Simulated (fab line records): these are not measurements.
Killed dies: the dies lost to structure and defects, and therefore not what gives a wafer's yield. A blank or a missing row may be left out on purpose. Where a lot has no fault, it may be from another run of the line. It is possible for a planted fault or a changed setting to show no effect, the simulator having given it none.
The tool behind it: which one? | flow sky130 | 21 wafers from 7 lots sampled at 3 of the route's 708 steps

== WHAT EACH GAUGE READ, for each wafer ==
SKY_LOCAL_INTERCONNECT_RS_MEAS_01: uses a four-point probe to measure.
lot  | measured     | on            | LOCAL_INTERCONNECT_TIN_RS (ohm/sq)
L836 | day 29 04:34 | film metro-03 | 14.03 14.27 14.09
L839 | day 30 12:43 | film metro-04 | 14.31 14.15 14.05
L842 | day 31 07:04 | film metro-03 | 13.89 14.12 13.86
L845 | day 33 12:26 | film metro-01 | 13.90 10.59 13.78 13.92 10.58 13.77
L848 | day 33 18:28 | film metro-04 | 14.07 10.68 14.08 14.08 10.65 14.08
L853 | day 35 00:42 | film metro-04 | 13.63 13.93 14.01
L855 | day 35 13:26 | film metro-01 | 13.72 14.13 14.11

== TOOL THAT RAN EACH LOT (tool first, then ch and the chambers of the sampled wafers, then the start) ==
lot  | SKY_LDD_HVP_STRIP_09                 | SKY_LOCAL_INTERCONNECT_SPUTTER_00
L836 | plasma asher-01 ch 1, day 21 15:08   | pvd sputter-03, day 29 04:29
L839 | plasma asher-02 ch 0,1, day 23 01:37 | pvd sputter-02, day 30 12:37
L842 | plasma asher-01 ch 0,1, day 23 19:34 | pvd sputter-03, day 31 06:58
L845 | plasma asher-04 ch 0,1, day 26 09:05 | pvd sputter-03, day 33 12:23
L848 | plasma asher-01 ch 0,1, day 26 15:02 | pvd sputter-03, day 33 18:25
L853 | plasma asher-04 ch 0, day 27 23:10   | pvd sputter-02, day 35 00:38
L855 | plasma asher-02 ch 0,1, day 28 12:37 | pvd sputter-02, day 35 13:22
- SKY_LDD_HVP_STRIP_09: strips in O2/N2.
- SKY_LOCAL_INTERCONNECT_SPUTTER_00: material TiN, target thk 100 nm, time 83.3 s.

== THE ANSWER, worked out from the rows above alone ==
Rule: the usual values come from the lots themselves. Put in order of their means at a reading, lots are off if they are a third of the lots or fewer, leave a main group of 4 or more, and stand apart from it by a gap of 3 or more times the standard deviation of the main group's means; of several such gaps the widest counts. The tables above print the reading to a certain number of digits; a main group whose means all agree to those digits is not used. Also off: a lot with no number at a reading for which 4 or more lots have one. Any other lot the step has rows for is counted as sound.
Off: L845, L848, at SKY_LOCAL_INTERCONNECT_RS_MEAS_01 (LOCAL_INTERCONNECT_TIN_RS). The main group has a mean of 14.02 ohm/sq with a standard deviation of 0.12.
A tool fits if, at a process step before that reading, it ran every lot that is off, and no sound lot after the first of them. Gauges at SKY_LOCAL_INTERCONNECT_RS_MEAS_01: tried the same way as those tools. One fits: SKY_LOCAL_INTERCONNECT_SPUTTER_00 on pvd sputter-03. Its last sound lot is L842 (day 31 06:58), its first lot that is off L845 (day 33 12:23): a fault that began between those two fits.

== WHAT THE SIMULATOR PUT IN ==
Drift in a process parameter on pvd sputter-03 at SKY_LOCAL_INTERCONNECT_SPUTTER_00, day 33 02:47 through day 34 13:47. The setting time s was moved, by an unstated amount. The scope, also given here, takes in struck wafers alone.
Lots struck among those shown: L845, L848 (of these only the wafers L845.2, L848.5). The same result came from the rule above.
